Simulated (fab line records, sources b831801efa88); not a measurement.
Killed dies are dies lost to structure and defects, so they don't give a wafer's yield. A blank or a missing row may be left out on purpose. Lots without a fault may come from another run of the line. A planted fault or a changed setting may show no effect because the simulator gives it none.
Split-lot experiment | flow sky130 | 5 lots, 23 wafers read, on a route of 708 steps

THE SPLIT
At SKY_LI_CONTACT_SPUTTER_20 (material TiN, target thk 20 nm, time 80 s), the setting time_s was moved away from the recipe's 80 s on 8 of the 23 wafers read, by -10.1% to +11.7%. The other wafers ran this setting at the recipe's value.

The reading is taken at the split's own step.

THE READING
TiN_of_LI_CONTACT_SPUTTER_20.thk_nm (the simulator's own value, which no gauge read), in nm, at SKY_LI_CONTACT_SPUTTER_20 (material TiN, target thk 20 nm, time 80 s). The file gives no usual value for it. The 15 wafers here that ran the recipe average 20.00 nm, standard deviation 0.21 nm.

wafer  | tool, chamber at the split | time_s as run, s | against the recipe | TiN_of_LI_CONTACT_SPUTTER_20.thk_nm, nm | against lot-mates on the recipe
L074.1 | pvd_sputter-04, -          | 89.34            | +11.7%             | 22.53                                   | +2.44
L074.2 | pvd_sputter-04, -          | 89.34            | +11.7%             | 22.69                                   | +2.60
L074.3 | pvd_sputter-04, -          | 80               | recipe             | 20.05                                   | -
L074.4 | pvd_sputter-04, -          | 80               | recipe             | 20.14                                   | -
L074.5 | pvd_sputter-04, -          | 89.34            | +11.7%             | 22.59                                   | +2.50
L076.1 | pvd_sputter-01, -          | 71.9             | -10.1%             | 17.87                                   | -2.07
L076.2 | pvd_sputter-01, -          | 80               | recipe             | 20.22                                   | -
L076.3 | pvd_sputter-01, -          | 71.9             | -10.1%             | 17.82                                   | -2.12
L076.5 | pvd_sputter-01, -          | 80               | recipe             | 19.98                                   | -
L076.6 | pvd_sputter-01, -          | 80               | recipe             | 19.62                                   | -
L079.1 | pvd_sputter-04, -          | 80               | recipe             | 19.61                                   | -
L079.3 | pvd_sputter-04, -          | 80               | recipe             | 19.74                                   | -
L079.5 | pvd_sputter-04, -          | 80               | recipe             | 19.77                                   | -
L082.1 | pvd_sputter-03, -          | 80               | recipe             | 20.06                                   | -
L082.2 | pvd_sputter-03, -          | 80               | recipe             | 20.31                                   | -
L082.4 | pvd_sputter-03, -          | 80               | recipe             | 20.18                                   | -
L082.5 | pvd_sputter-03, -          | 80               | recipe             | 20.25                                   | -
L082.6 | pvd_sputter-03, -          | 80               | recipe             | 20.03                                   | -
L084.1 | pvd_sputter-03, -          | 76.75            | -4.1%              | 19.12                                   | -0.89
L084.2 | pvd_sputter-03, -          | 76.75            | -4.1%              | 18.93                                   | -1.09
L084.4 | pvd_sputter-03, -          | 80               | recipe             | 20.02                                   | -
L084.5 | pvd_sputter-03, -          | 80               | recipe             | 20.01                                   | -
L084.6 | pvd_sputter-03, -          | 76.75            | -4.1%              | 18.89                                   | -1.12

THE FIT
A straight line over all 23 wafers: TiN_of_LI_CONTACT_SPUTTER_20.thk_nm changes by +0.222 nm for each +1% of time_s; r = +0.99; the points scatter about the line by 0.19 nm.
The same after taking each lot's own level away (the mean of its wafers on the recipe; 23 wafers): +0.215 nm for each +1%; r = +0.99; scatter 0.14 nm.
On that fit, the largest move of time_s shifts the reading by 2.5 nm.
The lots' own levels span 19.707 to 20.166 nm, that is 2.2 times the standard deviation above.
So the lot-to-lot level changes the slope little: the two slopes agree.
Check: with one of the wafers moved furthest among these (+11.7%) left out of the fit, the line predicts +2.52 nm for it against its lot-mates. It came out at +2.44 nm against them.

OTHER SPLITS ON THESE WAFERS
These wafers also went through other splits before the reading. Each is held against what the fit with the lots' levels taken away leaves over:
other split on the same wafers | wafers away from the commonest value | r with TiN_of_LI_CONTACT_SPUTTER_20.thk_nm (lot level and that fit taken away)
SKY_SD_P_IMPLANT_09 dose_cm2   | 4                                    | +0.21
SKY_SD_N_COAT_02 resist_thk_nm | 10                                   | -0.01
SKY_SD_N_IMPLANT_09 energy_kev | 2                                    | +0.08

THE FILE'S OWN FIT
TiN_of_LI_CONTACT_SPUTTER_20.thk_nm changes by +0.214 nm for each +1% of time_s, r = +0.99.
